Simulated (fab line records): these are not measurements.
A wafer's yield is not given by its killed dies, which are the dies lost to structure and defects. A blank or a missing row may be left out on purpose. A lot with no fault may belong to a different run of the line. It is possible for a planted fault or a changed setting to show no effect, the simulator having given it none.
A struck lot beside a sound one	flow gf180mcu	14 out of 602 route steps
Sound: the wafers L337.1, L337.2, L337.5. The struck wafers were L343.1, L343.3, L343.4. The cause comes at the end.
At each step with rows: each side's tool, then ch and its chambers, then its first start. Under that, the readings that differ: sound wafers	struck wafers	difference of the means	sigmas: that difference in standard deviations of wafers without a fault.
alike: readings whose means differ by less than 2 such deviations, and words and numbers that are the same on both sides. not compared: withheld readings, readings that some wafer has no value for, bounds like >300 that may hide the same value, and numbers for which the record gives no deviation and whose values overlap.
A row with sigmas, a row that says differs or no value, or rows on one side alone: a step with any of these is where the two part. Numbers that have no deviation but don't overlap get no sigmas and don't part them. Lack of a reading on every wafer of one side parts them only where that side has two or more wafers.

GF_V4_STRIP_18: strips in O2/N2.
  sound on plasma-asher-01 ch 0,1, day 25 17:04; struck on plasma-asher-01 ch 0,1, day 28 08:50
  alike: drypump-motor-current-A, heater-power-w, oes-product-au
  not compared: rf-hours-counter-h
then, 2 steps without rows for these wafers: GF_V4_STRIP_19 (strips in post etch residue remover, time 1200 s); GF_V4_CLEAN_20 (cleans in DIW).
GF_V4_SPUTTER_21: material Ti, target thk 15 nm, time 80.02 s.
  struck on pvd-sputter-02, day 28 09:24; sound on pvd-sputter-03, day 25 17:35
reading	sound	struck	difference	sigmas
cathode-dc-power-W (W)	2500.1 2500.7 2500.8	2499.2 2499.9 2498.8	-1.2	-2
  alike: chamber-pressure-pa, substrate-temp-c, throttle-valve-pct
GF_V4_SPUTTER_22: material TiN, target thk 10 nm, time 40 s.
  struck on pvd-sputter-02, day 28 09:28; sound on pvd-sputter-03, day 25 17:39
  alike: cathode-dc-power-W, chamber-pressure-pa, throttle-valve-pct
then, 1 step without rows for these wafers: GF_V4_CVD_23 (deposits W, target thk 350 nm, time 104.9 s).
GF_V4_RS_MEAS_24: measures by four-point-probe.
  struck on film-metro-03, day 28 09:43; sound on film-metro-03, day 25 17:48
  alike: V4_W_RS
GF_V4_THK_MEAS_25: measures by xrf.
  struck on film-metro-03, day 28 09:50; sound on film-metro-03, day 25 17:55
  alike: V4_W_THK
GF_V4_CMP_26: polishes, stops on SiO2, t overpolish 15 s, target thk 0 nm.
  sound on cmp-02 ch 1,2,3, day 25 17:59; struck on cmp-01 ch 1,2,3, day 28 09:57
  alike: edge-zone-pressure-frac, head-pressure-psi, motor-current-A, overpolish-run-s, retaining-ring-pressure-frac, time-to-endpoint-s
GF_MIM_SPUTTER_00: material Ti, target thk 37.5 nm, time 150 s.
  struck on pvd-sputter-03, day 28 10:12; sound on pvd-sputter-04, day 25 18:17
  alike: cathode-dc-power-W, chamber-pressure-pa, substrate-temp-c, throttle-valve-pct
then, 2 steps without rows for these wafers: GF_MIM_SPUTTER_01 (material TiN, target thk 30 nm, time 25.48 s); GF_MIM_SPUTTER_02 (material AlCu, target thk 450 nm, time 23.9 s).
GF_MIM_SPUTTER_03: material Ti, target thk 10 nm, time 6.7 s.
  struck on pvd-sputter-03, day 28 10:22; sound on pvd-sputter-04, day 25 18:26
  no value came back on the struck wafers for cathode-dc-power-W (W), chamber-pressure-pa (Pa), substrate-temp-c (C), throttle-valve-pct (%); on the sound wafers cathode-dc-power-W (W) reads 3000.4 2999.1 3000.1
then, 1 step without rows for these wafers: GF_MIM_SPUTTER_04 (material TiN, target thk 50 nm, time 41.7 s).

== WHERE THEY PART ==
First at GF_V4_SPUTTER_21; last, within this record, at GF_MIM_SPUTTER_03.

WHY: what had been put in by the simulator
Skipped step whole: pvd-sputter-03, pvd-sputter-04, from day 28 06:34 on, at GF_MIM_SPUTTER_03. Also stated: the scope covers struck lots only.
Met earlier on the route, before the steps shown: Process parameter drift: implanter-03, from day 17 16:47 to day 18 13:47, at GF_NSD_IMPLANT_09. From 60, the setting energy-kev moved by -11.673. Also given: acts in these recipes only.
